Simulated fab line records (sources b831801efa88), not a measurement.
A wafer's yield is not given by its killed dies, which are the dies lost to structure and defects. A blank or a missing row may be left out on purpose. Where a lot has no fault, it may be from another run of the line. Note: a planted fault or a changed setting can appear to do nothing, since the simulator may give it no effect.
What tool caused it? / flow sky130 / 12 lots with 36 wafers sampled at 5 steps, on a route of 708 steps

## WHAT THE GAUGES SHOWED, per wafer
SKY_VT_ADJUST_NCORE_OVL_MEAS_08. Usual: VT_ADJUST_NCORE_OVL gives -0.2 nm (standard deviation 1.4).
lot=L349; measured=day 8 13:00; on=overlay-01; VT_ADJUST_NCORE_OVL (nm)=-0.8 -1.2 -0.6; flag=
lot=L351; measured=day 9 10:31; on=overlay-02; VT_ADJUST_NCORE_OVL (nm)=0.5 -1.1 -1.1; flag=
lot=L352; measured=day 9 20:05; on=overlay-01; VT_ADJUST_NCORE_OVL (nm)=-1.6 -2.1 -2.5; flag=
lot=L354; measured=day 10 02:36; on=overlay-01; VT_ADJUST_NCORE_OVL (nm)=-0.4 -0.5 -1.6; flag=
lot=L353; measured=day 10 04:47; on=overlay-01; VT_ADJUST_NCORE_OVL (nm)=-1.1 0.9 0.6; flag=
lot=L357; measured=day 10 23:41; on=overlay-01; VT_ADJUST_NCORE_OVL (nm)=-0.8 -0.8 -0.1; flag=
lot=L362; measured=day 12 11:05; on=overlay-01; VT_ADJUST_NCORE_OVL (nm)=156.9 154.0 154.4; flag=OFF
lot=L363; measured=day 12 17:59; on=overlay-02; VT_ADJUST_NCORE_OVL (nm)=155.2 156.2 155.0; flag=OFF
lot=L366; measured=day 13 12:48; on=overlay-02; VT_ADJUST_NCORE_OVL (nm)=-1.2 2.1 1.1; flag=
lot=L368; measured=day 14 05:34; on=overlay-01; VT_ADJUST_NCORE_OVL (nm)=-1.8 0.6 -0.9; flag=
lot=L369; measured=day 14 10:37; on=overlay-02; VT_ADJUST_NCORE_OVL (nm)=-0.4 -1.5 -0.6; flag=
lot=L372; measured=day 15 12:25; on=overlay-02; VT_ADJUST_NCORE_OVL (nm)=-2.3 -0.4 -2.7; flag=

SKY_CONTACT_THK_MEAS_03. Usual: CONTACT_HDPCVD_THK gives 564 nm (standard deviation 4.7).
lot=L349; measured=day 30 05:55; on=filmMetro-02; CONTACT_HDPCVD_THK (nm)=571 563 563; flag=
lot=L351; measured=day 31 15:23; on=filmMetro-02; CONTACT_HDPCVD_THK (nm)=566 566 569; flag=
lot=L352; measured=day 32 00:47; on=filmMetro-03; CONTACT_HDPCVD_THK (nm)=565 560 562; flag=
lot=L354; measured=day 32 05:19; on=filmMetro-03; CONTACT_HDPCVD_THK (nm)=565 564 569; flag=
lot=L353; measured=day 32 12:00; on=filmMetro-04; CONTACT_HDPCVD_THK (nm)=553 560 562; flag=
lot=L357; measured=day 33 08:11; on=filmMetro-04; CONTACT_HDPCVD_THK (nm)=567 560 561; flag=
lot=L362; measured=day 34 21:13; on=filmMetro-03; CONTACT_HDPCVD_THK (nm)=568 569 557; flag=
lot=L363; measured=day 35 08:37; on=filmMetro-04; CONTACT_HDPCVD_THK (nm)=568 569 565; flag=
lot=L366; measured=day 36 02:24; on=filmMetro-03; CONTACT_HDPCVD_THK (nm)=570 570 568; flag=
lot=L368; measured=day 36 13:59; on=filmMetro-03; CONTACT_HDPCVD_THK (nm)=566 567 567; flag=
lot=L369; measured=day 36 21:47; on=filmMetro-04; CONTACT_HDPCVD_THK (nm)=564 560 560; flag=
lot=L372; measured=day 37 18:23; on=filmMetro-02; CONTACT_HDPCVD_THK (nm)=559 568 561; flag=

SKY_CONTACT_THK_MEAS_26: measures by xrf. Usual: CONTACT_W_THK gives 348 nm (standard deviation 4.9).
lot=L349; measured=day 31 11:26; on=filmMetro-03; CONTACT_W_THK (nm)=350 349 351; flag=
lot=L351; measured=day 32 21:07; on=filmMetro-04; CONTACT_W_THK (nm)=344 351 341; flag=
lot=L352; measured=day 33 06:17; on=filmMetro-02; CONTACT_W_THK (nm)=342 341 343; flag=
lot=L354; measured=day 33 10:32; on=filmMetro-03; CONTACT_W_THK (nm)=350 351 344; flag=
lot=L353; measured=day 33 17:05; on=filmMetro-03; CONTACT_W_THK (nm)=346 343 338; flag=
lot=L357; measured=day 34 12:10; on=filmMetro-03; CONTACT_W_THK (nm)=341 348 343; flag=
lot=L362; measured=day 36 01:41; on=filmMetro-02; CONTACT_W_THK (nm)=362 347 350; flag=
lot=L363; measured=day 36 12:27; on=filmMetro-03; CONTACT_W_THK (nm)=344 349 347; flag=
lot=L366; measured=day 37 06:13; on=filmMetro-04; CONTACT_W_THK (nm)=353 350 346; flag=
lot=L368; measured=day 37 17:14; on=filmMetro-03; CONTACT_W_THK (nm)=346 351 342; flag=
lot=L369; measured=day 38 01:33; on=filmMetro-02; CONTACT_W_THK (nm)=345 358 351; flag=
lot=L372; measured=day 38 21:27; on=filmMetro-03; CONTACT_W_THK (nm)=342 351 341; flag=

## TOOL THAT RAN EACH LOT (tool first, then ch and the chambers of the sampled wafers, then the start)
lot=L349; SKY_VT_ADJUST_NCORE_EXPOSE_04=ilineStepper-02 ch 0, day 8 02:38; SKY_CONTACT_CVD_00=pecvd-03 ch 1,2, day 30 05:44
lot=L351; SKY_VT_ADJUST_NCORE_EXPOSE_04=ilineStepper-02 ch 0, day 8 23:58; SKY_CONTACT_CVD_00=pecvd-01 ch 0,1,2, day 31 15:13
lot=L352; SKY_VT_ADJUST_NCORE_EXPOSE_04=ilineStepper-02 ch 0, day 9 08:59; SKY_CONTACT_CVD_00=pecvd-04 ch 1,2, day 32 00:37
lot=L354; SKY_VT_ADJUST_NCORE_EXPOSE_04=ilineStepper-02 ch 0, day 9 15:44; SKY_CONTACT_CVD_00=pecvd-03 ch 0,1, day 32 05:08
lot=L353; SKY_VT_ADJUST_NCORE_EXPOSE_04=ilineStepper-02 ch 0, day 9 17:18; SKY_CONTACT_CVD_00=pecvd-01 ch 0,2, day 32 11:50
lot=L357; SKY_VT_ADJUST_NCORE_EXPOSE_04=ilineStepper-01 ch 0, day 10 12:25; SKY_CONTACT_CVD_00=pecvd-04 ch 0,1,2, day 33 07:58
lot=L362; SKY_VT_ADJUST_NCORE_EXPOSE_04=ilineStepper-01 ch 0, day 11 22:50; SKY_CONTACT_CVD_00=pecvd-04 ch 0,2, day 34 21:02
lot=L363; SKY_VT_ADJUST_NCORE_EXPOSE_04=ilineStepper-01 ch 0, day 12 05:57; SKY_CONTACT_CVD_00=pecvd-01 ch 0,2, day 35 08:28
lot=L366; SKY_VT_ADJUST_NCORE_EXPOSE_04=ilineStepper-02 ch 0, day 13 00:21; SKY_CONTACT_CVD_00=pecvd-01 ch 1,2, day 36 02:13
lot=L368; SKY_VT_ADJUST_NCORE_EXPOSE_04=ilineStepper-02 ch 0, day 13 16:26; SKY_CONTACT_CVD_00=pecvd-03 ch 0,1, day 36 13:49
lot=L369; SKY_VT_ADJUST_NCORE_EXPOSE_04=ilineStepper-02 ch 0, day 13 20:52; SKY_CONTACT_CVD_00=pecvd-01 ch 1,2, day 36 21:37
lot=L372; SKY_VT_ADJUST_NCORE_EXPOSE_04=ilineStepper-02 ch 0, day 14 22:56; SKY_CONTACT_CVD_00=pecvd-01 ch 0,2, day 37 18:14
- SKY_VT_ADJUST_NCORE_EXPOSE_04: exposes mask LVTN COMPLEMENT THIN, target cd 380 nm.
- SKY_CONTACT_CVD_00: deposits Si3N4, target thk 75 nm.

## AS READ BY THE TOOLS THEMSELVES (means over the sampled wafers that have a number; for cases with no such wafer, the mark the record gives instead)
SKY_VT_ADJUST_NCORE_EXPOSE_04. Usual: stageVelMmS 499.96 mm/s, standard deviation 0.26.
lot=L349; tool=ilineStepper-02; stageVelMmS (mm/s)=499.78; flag=
lot=L351; tool=ilineStepper-02; stageVelMmS (mm/s)=499.66; flag=
lot=L352; tool=ilineStepper-02; stageVelMmS (mm/s)=499.92; flag=
lot=L354; tool=ilineStepper-02; stageVelMmS (mm/s)=499.69; flag=
lot=L353; tool=ilineStepper-02; stageVelMmS (mm/s)=500.32; flag=
lot=L357; tool=ilineStepper-01; stageVelMmS (mm/s)=499.88; flag=
lot=L362; tool=ilineStepper-01; stageVelMmS (mm/s)=499.94; flag=
lot=L363; tool=ilineStepper-01; stageVelMmS (mm/s)=499.86; flag=
lot=L366; tool=ilineStepper-02; stageVelMmS (mm/s)=499.82; flag=
lot=L368; tool=ilineStepper-02; stageVelMmS (mm/s)=499.90; flag=
lot=L369; tool=ilineStepper-02; stageVelMmS (mm/s)=499.87; flag=
lot=L372; tool=ilineStepper-02; stageVelMmS (mm/s)=500.26; flag=

SKY_CONTACT_CVD_00. Usual: heaterPowerW at 668 W, with a standard deviation of 96.
lot=L349; tool=pecvd-03; heaterPowerW (W)=762; flag=
lot=L351; tool=pecvd-01; heaterPowerW (W)=722; flag=
lot=L352; tool=pecvd-04; heaterPowerW (W)=571; flag=
lot=L354; tool=pecvd-03; heaterPowerW (W)=647; flag=
lot=L353; tool=pecvd-01; heaterPowerW (W)=655; flag=
lot=L357; tool=pecvd-04; heaterPowerW (W)=610; flag=
lot=L362; tool=pecvd-04; heaterPowerW (W)=668; flag=
lot=L363; tool=pecvd-01; heaterPowerW (W)=687; flag=
lot=L366; tool=pecvd-01; heaterPowerW (W)=773; flag=
lot=L368; tool=pecvd-03; heaterPowerW (W)=581; flag=
lot=L369; tool=pecvd-01; heaterPowerW (W)=805; flag=
lot=L372; tool=pecvd-01; heaterPowerW (W)=685; flag=

## THE ANSWER, worked out from the rows above alone
Rule: take the mean of a lot's wafers that have a number; if it is more than 3 standard deviations from the usual mean, the lot is off. Also off: a lot with no number at a reading for which 4 or more lots have one. The other lots that the step has rows for count as sound. Order of review: gauges by route order, followed by the tools' own readings, for which a lot's mean as printed above is used. The first step at which some lot is off is used, and at that step the reading that is off furthest; a lot without a number counts as furthest.
Off: at SKY_VT_ADJUST_NCORE_OVL_MEAS_08 (VT_ADJUST_NCORE_OVL), L362, L363.
A tool fits if, at a process step before that reading, it ran every lot that is off, and no sound lot after the first of them. The gauges at SKY_VT_ADJUST_NCORE_OVL_MEAS_08 are tried like those tools. One fits: ilineStepper-01 at SKY_VT_ADJUST_NCORE_EXPOSE_04. Its last sound lot is L357 (day 10 12:25), its first lot that is off L362 (day 11 22:50): a fault that began between those two fits.

## WHAT THE SIMULATOR PUT IN
Scanner matching overlay: ilineStepper-01, from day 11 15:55 on, at SKY_VT_ADJUST_NCORE_EXPOSE_04. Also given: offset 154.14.
Struck lots among those shown: L362, L363. The rule above reached the same finding.
